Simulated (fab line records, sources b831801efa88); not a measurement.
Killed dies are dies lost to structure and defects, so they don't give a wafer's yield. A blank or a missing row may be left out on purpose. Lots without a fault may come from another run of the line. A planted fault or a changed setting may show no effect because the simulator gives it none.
Chamber matching | flow sky130 | SKY_LI_CONTACT_CMP_24 on cmp-01: 4 sister chambers
The step polishes, stops on PSG, t overpolish 20 s, target thk 0 nm. 4 wafers are shown with their chamber, then 9 later ones without.

WAFERS WITH THEIR CHAMBER
wafer  | chamber | motor_current_A (A)
L085.5 | 0       | 12.9
L085.6 | 3       | 11.0
L087.1 | 1       | 12.3
L087.6 | 2       | 11.0

WAFERS WITHOUT THEIR CHAMBER
wafer  | motor_current_A (A)
L087.2 | 12.5
L087.3 | 10.6
L087.5 | 11.1
L091.1 | 11.7
L091.3 | 11.0
L091.6 | 11.9
L093.2 | 12.7
L093.4 | 11.0
L093.6 | 10.8

WHICH CHAMBER EACH WENT THROUGH
wafer  | from the rows above               | in truth
L087.2 | can't be placed: 1 or 0           | 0
L087.3 | can't be placed: 2 or 3           | 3
L087.5 | can't be placed: 2 or 3           | 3
L091.1 | can't be placed: 1 or 2 or 3 or 0 | 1
L091.3 | can't be placed: 2 or 3           | 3
L091.6 | can't be placed: 1 or 2 or 3 or 0 | 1
L093.2 | can't be placed: 0 or 1           | 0
L093.4 | can't be placed: 2 or 3           | 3
L093.6 | can't be placed: 2 or 3           | 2
Placed correctly: 0 of 9. Can't be placed from these rows: 9 (the true chamber is among the candidates in 9). Placed wrongly: 0.
How it was worked out, from the rows above alone: a wafer's distance from a chamber is the root of the sum, over the readings, of the square of ((its reading less the chamber's mean) divided by the reading's scatter). The wafer belongs to the nearest chamber; if the next one is less than 2 further off, it can't be placed. A chamber's mean is the mean of its shown wafers. The scatter: with one shown wafer a chamber, the root of the mean of the squares of how far each hidden wafer lies from its nearest shown one.
